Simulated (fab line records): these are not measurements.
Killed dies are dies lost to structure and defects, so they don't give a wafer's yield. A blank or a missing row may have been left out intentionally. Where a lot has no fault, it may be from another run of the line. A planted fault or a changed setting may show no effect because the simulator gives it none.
A sampling plan put to the test + flow sky130 + each of the 41 faults these records tell of, on one fab line, judged from the records of the lots it struck
The plan consists of the line's own looks: route steps at which the wafer is read by a gauge or an inspection but not changed. Where struck wafers have a number at a look and the file lists that look's usual mean and standard deviation on fault-free wafers, the look can be judged. Caught: 4 or more of those standard deviations (sigma) separate the usual mean from the mean of the struck wafers at a look after the fault's first step. On the tool: the test repeated on the tool's own readings taken at the fault's steps. If the struck wafers alone have a blank record, or they carry another recipe, that too counts as caught.

THE FAULTS, as the simulator had put them in
1. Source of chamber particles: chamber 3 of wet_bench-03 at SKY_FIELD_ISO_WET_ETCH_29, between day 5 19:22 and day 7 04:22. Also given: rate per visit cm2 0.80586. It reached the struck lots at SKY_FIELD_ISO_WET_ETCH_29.
2. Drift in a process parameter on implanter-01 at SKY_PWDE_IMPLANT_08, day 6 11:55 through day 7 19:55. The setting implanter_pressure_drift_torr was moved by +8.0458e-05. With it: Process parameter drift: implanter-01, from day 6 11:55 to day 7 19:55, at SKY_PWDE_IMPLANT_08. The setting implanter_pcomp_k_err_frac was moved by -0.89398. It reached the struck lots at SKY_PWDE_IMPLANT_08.
3. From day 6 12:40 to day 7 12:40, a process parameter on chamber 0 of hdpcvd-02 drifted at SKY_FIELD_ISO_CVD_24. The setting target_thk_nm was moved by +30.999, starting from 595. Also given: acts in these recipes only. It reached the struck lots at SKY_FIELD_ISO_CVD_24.
4. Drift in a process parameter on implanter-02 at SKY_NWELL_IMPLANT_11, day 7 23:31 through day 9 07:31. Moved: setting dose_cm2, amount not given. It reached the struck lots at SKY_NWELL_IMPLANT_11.
5. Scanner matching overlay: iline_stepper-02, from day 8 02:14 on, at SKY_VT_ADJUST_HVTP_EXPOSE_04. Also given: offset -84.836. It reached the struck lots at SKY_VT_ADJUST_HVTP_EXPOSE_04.
6. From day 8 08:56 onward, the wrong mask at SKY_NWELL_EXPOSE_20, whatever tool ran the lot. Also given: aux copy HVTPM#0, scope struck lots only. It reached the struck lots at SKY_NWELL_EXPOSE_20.
7. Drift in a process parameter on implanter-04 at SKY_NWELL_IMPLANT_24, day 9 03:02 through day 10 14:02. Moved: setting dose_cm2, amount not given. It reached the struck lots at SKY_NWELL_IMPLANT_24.
8. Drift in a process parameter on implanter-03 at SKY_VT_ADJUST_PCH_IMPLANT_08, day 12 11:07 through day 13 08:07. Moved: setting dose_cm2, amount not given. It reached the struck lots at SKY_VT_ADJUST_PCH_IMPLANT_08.
9. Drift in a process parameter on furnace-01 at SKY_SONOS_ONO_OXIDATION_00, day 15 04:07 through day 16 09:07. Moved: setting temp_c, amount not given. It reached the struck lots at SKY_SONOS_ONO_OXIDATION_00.
10. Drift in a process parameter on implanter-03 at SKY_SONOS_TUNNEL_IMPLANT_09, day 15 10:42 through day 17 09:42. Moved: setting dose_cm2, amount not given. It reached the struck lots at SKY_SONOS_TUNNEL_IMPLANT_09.
11. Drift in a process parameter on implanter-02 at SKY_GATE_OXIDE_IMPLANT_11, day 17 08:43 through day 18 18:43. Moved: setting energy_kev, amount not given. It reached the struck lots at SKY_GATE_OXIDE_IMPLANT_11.
12. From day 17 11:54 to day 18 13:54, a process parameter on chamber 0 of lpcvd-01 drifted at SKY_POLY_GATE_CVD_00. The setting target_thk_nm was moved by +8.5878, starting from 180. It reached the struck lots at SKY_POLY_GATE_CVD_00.
13. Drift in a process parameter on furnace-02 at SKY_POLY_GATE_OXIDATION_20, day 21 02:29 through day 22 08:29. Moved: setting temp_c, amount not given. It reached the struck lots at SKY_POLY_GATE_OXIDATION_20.
14. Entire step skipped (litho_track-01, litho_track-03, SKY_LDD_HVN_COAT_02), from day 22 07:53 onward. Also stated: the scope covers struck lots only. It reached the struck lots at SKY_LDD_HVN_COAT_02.
15. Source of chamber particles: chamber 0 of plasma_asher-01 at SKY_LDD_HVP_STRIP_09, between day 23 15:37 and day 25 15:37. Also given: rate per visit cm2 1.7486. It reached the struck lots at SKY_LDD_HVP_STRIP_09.
16. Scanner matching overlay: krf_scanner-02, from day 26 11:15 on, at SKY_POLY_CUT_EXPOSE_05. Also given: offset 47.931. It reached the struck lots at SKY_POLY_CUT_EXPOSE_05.
17. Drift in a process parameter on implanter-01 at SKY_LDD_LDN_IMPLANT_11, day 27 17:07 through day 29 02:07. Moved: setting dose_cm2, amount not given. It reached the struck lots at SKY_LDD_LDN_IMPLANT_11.
18. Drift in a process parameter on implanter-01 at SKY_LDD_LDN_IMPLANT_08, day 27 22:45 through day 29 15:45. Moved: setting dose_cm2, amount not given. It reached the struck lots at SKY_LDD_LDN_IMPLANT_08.
19. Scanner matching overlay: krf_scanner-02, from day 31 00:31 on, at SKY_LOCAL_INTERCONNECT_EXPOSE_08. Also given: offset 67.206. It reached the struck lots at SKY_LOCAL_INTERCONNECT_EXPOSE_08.
20. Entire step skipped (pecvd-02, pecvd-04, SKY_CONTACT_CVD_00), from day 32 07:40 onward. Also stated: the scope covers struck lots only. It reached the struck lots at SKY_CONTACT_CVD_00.
21. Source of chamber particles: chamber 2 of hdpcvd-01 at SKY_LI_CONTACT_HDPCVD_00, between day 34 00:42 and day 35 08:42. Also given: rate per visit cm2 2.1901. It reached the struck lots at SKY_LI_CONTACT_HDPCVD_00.
22. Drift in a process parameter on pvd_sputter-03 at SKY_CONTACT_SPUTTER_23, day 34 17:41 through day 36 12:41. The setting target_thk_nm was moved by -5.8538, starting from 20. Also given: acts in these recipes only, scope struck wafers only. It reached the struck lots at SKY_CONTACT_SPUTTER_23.
23. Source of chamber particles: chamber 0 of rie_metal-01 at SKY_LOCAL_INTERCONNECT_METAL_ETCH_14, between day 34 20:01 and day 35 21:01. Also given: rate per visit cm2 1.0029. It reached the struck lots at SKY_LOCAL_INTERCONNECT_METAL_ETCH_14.
24. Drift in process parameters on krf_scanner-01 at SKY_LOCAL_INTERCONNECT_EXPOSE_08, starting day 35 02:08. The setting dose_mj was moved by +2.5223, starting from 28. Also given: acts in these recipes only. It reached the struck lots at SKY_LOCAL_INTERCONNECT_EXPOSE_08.
25. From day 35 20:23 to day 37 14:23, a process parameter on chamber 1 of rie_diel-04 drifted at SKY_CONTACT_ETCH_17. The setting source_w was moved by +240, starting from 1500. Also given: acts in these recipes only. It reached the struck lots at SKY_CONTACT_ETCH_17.
26. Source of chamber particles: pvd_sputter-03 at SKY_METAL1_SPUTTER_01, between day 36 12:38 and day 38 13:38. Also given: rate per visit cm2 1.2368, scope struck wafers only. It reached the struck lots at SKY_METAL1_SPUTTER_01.
27. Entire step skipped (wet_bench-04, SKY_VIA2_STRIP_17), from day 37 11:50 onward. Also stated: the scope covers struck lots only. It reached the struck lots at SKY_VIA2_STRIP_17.
28. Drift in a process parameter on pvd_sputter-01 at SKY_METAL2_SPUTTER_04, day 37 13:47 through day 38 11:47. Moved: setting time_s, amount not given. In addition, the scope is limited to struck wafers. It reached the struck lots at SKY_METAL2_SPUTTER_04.
29. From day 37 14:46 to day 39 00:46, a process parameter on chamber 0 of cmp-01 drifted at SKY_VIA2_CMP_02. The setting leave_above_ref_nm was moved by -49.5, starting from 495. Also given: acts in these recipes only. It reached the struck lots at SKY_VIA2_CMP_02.
30. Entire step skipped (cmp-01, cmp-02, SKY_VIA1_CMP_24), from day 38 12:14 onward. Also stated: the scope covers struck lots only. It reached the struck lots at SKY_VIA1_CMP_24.
31. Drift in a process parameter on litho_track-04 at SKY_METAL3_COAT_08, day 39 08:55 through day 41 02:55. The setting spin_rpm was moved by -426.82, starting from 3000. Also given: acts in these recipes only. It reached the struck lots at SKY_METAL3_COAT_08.
32. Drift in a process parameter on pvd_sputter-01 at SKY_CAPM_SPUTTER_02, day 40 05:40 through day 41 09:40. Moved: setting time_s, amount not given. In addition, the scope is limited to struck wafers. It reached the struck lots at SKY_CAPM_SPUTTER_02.
33. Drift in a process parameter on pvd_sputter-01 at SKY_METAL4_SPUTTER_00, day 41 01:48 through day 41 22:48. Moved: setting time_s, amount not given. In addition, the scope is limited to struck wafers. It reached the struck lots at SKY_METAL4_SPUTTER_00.
34. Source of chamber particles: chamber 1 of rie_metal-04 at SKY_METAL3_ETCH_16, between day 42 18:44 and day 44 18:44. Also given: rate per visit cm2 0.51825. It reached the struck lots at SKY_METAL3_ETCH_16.
35. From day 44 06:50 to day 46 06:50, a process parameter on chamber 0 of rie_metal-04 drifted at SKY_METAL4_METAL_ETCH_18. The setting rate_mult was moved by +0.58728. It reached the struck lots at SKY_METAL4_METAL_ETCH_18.
36. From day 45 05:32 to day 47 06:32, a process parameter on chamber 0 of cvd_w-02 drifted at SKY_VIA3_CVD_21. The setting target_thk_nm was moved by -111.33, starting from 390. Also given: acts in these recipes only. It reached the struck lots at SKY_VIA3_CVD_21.
37. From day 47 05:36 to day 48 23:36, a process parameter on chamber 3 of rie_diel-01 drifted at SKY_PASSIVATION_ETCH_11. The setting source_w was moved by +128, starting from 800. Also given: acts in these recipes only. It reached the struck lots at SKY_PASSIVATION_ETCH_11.
38. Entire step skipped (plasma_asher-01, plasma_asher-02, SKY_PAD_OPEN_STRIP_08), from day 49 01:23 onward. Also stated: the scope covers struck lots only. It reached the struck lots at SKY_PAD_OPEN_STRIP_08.
39. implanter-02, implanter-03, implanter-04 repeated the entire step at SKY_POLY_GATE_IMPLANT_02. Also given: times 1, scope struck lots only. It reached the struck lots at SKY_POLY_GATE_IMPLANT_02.
40. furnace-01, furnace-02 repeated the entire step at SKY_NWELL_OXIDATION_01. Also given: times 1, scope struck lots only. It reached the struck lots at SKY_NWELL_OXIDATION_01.
41. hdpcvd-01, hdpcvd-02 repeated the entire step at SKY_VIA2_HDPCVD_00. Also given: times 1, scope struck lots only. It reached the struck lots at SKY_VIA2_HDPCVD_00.

WHAT THE PLAN SAW
| fault | on the tool itself                               | first look that catches it                      | reading, sigma                                              | median hours from its first step to that look | hours from the fault's start to the first struck lot there | judged looks passed uncaught |
|-------|--------------------------------------------------|-------------------------------------------------|-------------------------------------------------------------|-----------------------------------------------|------------------------------------------------------------|------------------------------|
| 1     | no reading that can be judged                    | no look after it can be judged                  | -                                                           | -                                             | -                                                          | 0                            |
| 2     | end_station_pressure_torr +99 or beyond sigma    | SKY_PWDE_TW_MEAS_10                             | PWDE_TW +10                                                 | 0.2                                           | 17                                                         | 0                            |
| 3     | no reading that can be judged                    | SKY_FIELD_ISO_THK_MEAS_25                       | FIELD_ISO_CVD_24_THK +5.6                                   | 0.1                                           | 4                                                          | 0                            |
| 4     | dose_ions_cm2 -48 sigma                          | SKY_NWELL_TW_MEAS_15                            | NWELL_TW -4.3                                               | 0.5                                           | 5                                                          | 0                            |
| 5     | no reading that can be judged                    | SKY_VT_ADJUST_HVTP_OVL_MEAS_08                  | VT_ADJUST_HVTP_OVL -60                                      | 10.9                                          | 16                                                         | 0                            |
| 6     | no reading that can be judged                    | SKY_NWELL_TW_MEAS_26                            | NWELL_2_TW -99 or beyond                                    | 11.0                                          | 13                                                         | 0                            |
| 7     | dose_ions_cm2 +99 or beyond sigma                | SKY_NWELL_TW_MEAS_26                            | NWELL_2_TW +27                                              | 0.2                                           | 5                                                          | 0                            |
| 8     | dose_ions_cm2 -99 or beyond sigma                | SKY_VT_ADJUST_PCH_TW_MEAS_10                    | VT_ADJUST_PCH_TW -11                                        | 0.2                                           | 4                                                          | 0                            |
| 9     | tube_center_temp_C +99 or beyond sigma           | SKY_SONOS_ONO_THK_MEAS_01                       | SONOS_ONO_OXIDATION_THK +8.5                                | 1.4                                           | 8                                                          | 0                            |
| 10    | dose_ions_cm2 +99 or beyond sigma                | SKY_SONOS_TUNNEL_TW_MEAS_12                     | SONOS_TUNNEL_TW +20                                         | 0.4                                           | 15                                                         | 0                            |
| 11    | beam_energy_keV -99 or beyond sigma              | SKY_GATE_OXIDE_TW_MEAS_14                       | GATE_OXIDE_TW -4.1                                          | 0.4                                           | 3                                                          | 0                            |
| 12    | under 2 sigma                                    | SKY_POLY_GATE_THK_MEAS_01                       | POLY_GATE_CVD_00_THK +5.5                                   | 1.2                                           | 19                                                         | 0                            |
| 13    | tube_center_temp_C -99 or beyond sigma           | SKY_POLY_GATE_THK_MEAS_21                       | POLY_GATE_OXIDATION_THK -15                                 | 1.3                                           | 5                                                          | 0                            |
| 14    | the tool's record is blank for the struck wafers | SKY_LDD_HVP_TW_MEAS_10                          | LDD_HVP_TW +99 or beyond                                    | 44.8                                          | 50                                                         | 0                            |
| 15    | under 2 sigma                                    | not the one look that can be judged after it    | -                                                           | -                                             | -                                                          | 1                            |
| 16    | no reading that can be judged                    | SKY_POLY_CUT_OVL_MEAS_09                        | POLY_CUT_OVL +9.4                                           | 14.6                                          | 17                                                         | 0                            |
| 17    | dose_ions_cm2 -99 or beyond sigma                | SKY_LDD_LDN_TW_MEAS_13                          | LDD_LDN_TW -4.3                                             | 0.2                                           | 3                                                          | 0                            |
| 18    | dose_ions_cm2 -99 or beyond sigma                | SKY_LDD_LDN_TW_MEAS_13                          | LDD_LDN_TW -4.2                                             | 0.7                                           | 4                                                          | 0                            |
| 19    | no reading that can be judged                    | SKY_LOCAL_INTERCONNECT_OVL_MEAS_12              | LOCAL_INTERCONNECT_OVL +11                                  | 14.0                                          | 18                                                         | 0                            |
| 20    | the tool's record is blank for the struck wafers | SKY_CONTACT_THK_MEAS_01                         | CONTACT_CVD_00_THK -76                                      | 0.1                                           | 8                                                          | 0                            |
| 21    | under 2 sigma                                    | no look after it can be judged                  | -                                                           | -                                             | -                                                          | 0                            |
| 22    | under 2 sigma                                    | no look after it can be judged                  | -                                                           | -                                             | -                                                          | 0                            |
| 23    | under 2 sigma                                    | none of the 2 looks that can be judged after it | -                                                           | -                                             | -                                                          | 2                            |
| 24    | exposure_dose_mJ_cm2 +59 sigma                   | SKY_LOCAL_INTERCONNECT_CD_MEAS_11               | cd_nm -12                                                   | 12.6                                          | 35                                                         | 0                            |
| 25    | rf_fwd_power_W +50 sigma                         | no look after it can be judged                  | -                                                           | -                                             | -                                                          | 0                            |
| 26    | under 2 sigma                                    | not the one look that can be judged after it    | -                                                           | -                                             | -                                                          | 1                            |
| 27    | the tool's record is blank for the struck wafers | no look after it can be judged                  | -                                                           | -                                             | -                                                          | 0                            |
| 28    | under 2 sigma                                    | none of the 4 looks that can be judged after it | strongest: METAL2_ALCU_THK at SKY_METAL2_THK_MEAS_06, +2.8  | -                                             | -                                                          | 4                            |
| 29    | only faintly: motor_current_A +2.3 sigma         | no look after it can be judged                  | -                                                           | -                                             | -                                                          | 0                            |
| 30    | no reading that can be judged                    | no look after it can be judged                  | -                                                           | -                                             | -                                                          | 0                            |
| 31    | spin_speed_rpm -99 or beyond sigma               | no look after it can be judged                  | -                                                           | -                                             | -                                                          | 0                            |
| 32    | under 2 sigma                                    | SKY_CAPM_RS_MEAS_03                             | CAPM_TIN_RS -9.5                                            | 0.1                                           | 23                                                         | 0                            |
| 33    | under 2 sigma                                    | no look after it can be judged                  | -                                                           | -                                             | -                                                          | 0                            |
| 34    | under 2 sigma                                    | none of the 2 looks that can be judged after it | -                                                           | -                                             | -                                                          | 2                            |
| 35    | under 2 sigma                                    | no look after it can be judged                  | -                                                           | -                                             | -                                                          | 0                            |
| 36    | under 2 sigma                                    | SKY_VIA3_RS_MEAS_22                             | VIA3_W_RS +28                                               | 0.1                                           | 3                                                          | 0                            |
| 37    | rf_fwd_power_W +45 sigma                         | no look after it can be judged                  | -                                                           | -                                             | -                                                          | 0                            |
| 38    | no reading that can be judged                    | no look after it can be judged                  | -                                                           | -                                             | -                                                          | 0                            |
| 39    | under 2 sigma                                    | not the one look that can be judged after it    | strongest: POLY_GATE_TW at SKY_RES_PROTECT_TW_MEAS_08, +3.1 | -                                             | -                                                          | 1                            |
| 40    | no reading that can be judged                    | SKY_NWELL_THK_MEAS_02                           | NWELL_OXIDATION_THK +45                                     | 3.3                                           | -                                                          | 0                            |
| 41    | under 2 sigma                                    | SKY_VIA2_THK_MEAS_01                            | VIA2_HDPCVD_THK +99 or beyond                               | 0.4                                           | -                                                          | 0                            |
Dash: fault not caught, or number not given in these records.

Caught at a look: 23 of 41. Caught on the tool: 17 of 41. By one or the other: 27 of 41.
Faults caught by the tool alone: 25, 27, 31, 37.
Caught at a look alone: faults 3, 5, 6, 12, 16, 19, 32, 36, 40, 41.
Caught by neither: faults 1, 15, 21, 22, 23, 26, 28, 29, 30, 33, 34, 35, 38, 39.

THINNER SAMPLING
Were the look that catches a fault to measure just every second or every third lot (counted by lot number), the first struck lot would, at worst, be measured this late:
| fault | struck lots at that look, in order of time | every lot | every second lot | every third lot |
|-------|--------------------------------------------|-----------|------------------|-----------------|
| 2     | L976, L978                                 | 17 h      | may miss all 2   | may miss all 2  |
| 3     | L737, L740                                 | 4 h       | 18 h             | may miss all 2  |
| 4     | L549, L550                                 | 5 h       | 12 h             | may miss all 2  |
| 5     | L628, L632, L633, L634                     | 16 h      | 45 h             | 45 h            |
| 6     | L331                                       | 13 h      | may miss it      | may miss it     |
| 7     | L556, L558                                 | 5 h       | may miss all 2   | may miss all 2  |
| 8     | L880, L881                                 | 4 h       | 7 h              | may miss all 2  |
| 9     | L632, L633                                 | 8 h       | 17 h             | may miss all 2  |
| 10    | L704, L707                                 | 15 h      | 37 h             | may miss all 2  |
| 11    | L804, L805                                 | 3 h       | 18 h             | may miss all 2  |
| 12    | L563                                       | 19 h      | may miss it      | may miss it     |
| 13    | L497, L498                                 | 5 h       | 12 h             | may miss all 2  |
| 14    | L270, L271                                 | 50 h      | 50 h             | may miss all 2  |
| 16    | L423, L425, L426                           | 17 h      | 50 h             | may miss all 3  |
| 17    | L335, L336, L338                           | 3 h       | 9 h              | may miss all 3  |
| 18    | L956, L958, L959                           | 4 h       | 39 h             | may miss all 3  |
| 19    | L488, L490, L491                           | 18 h      | 39 h             | may miss all 3  |
| 20    | L621, L622, L623                           | 8 h       | 15 h             | 16 h            |
| 24    | L771, L772, L774, L775                     | 35 h      | 42 h             | may miss all 4  |
| 32    | L979                                       | 23 h      | may miss it      | may miss it     |
| 36    | L988, L991                                 | 3 h       | 15 h             | may miss all 2  |
Hours are from the fault's start to the first struck lot that is measured. 4 sigma limit: tested on the pooled struck wafers, so a lone lot may be under it. Other struck lots may not be in these records.

THE LONGEST TIMED WAY FROM STEP TO LOOK
Fault 14: the median time between SKY_LDD_HVN_COAT_02 and SKY_LDD_HVP_TW_MEAS_10 is 44.8 hours. No look between them can be judged.
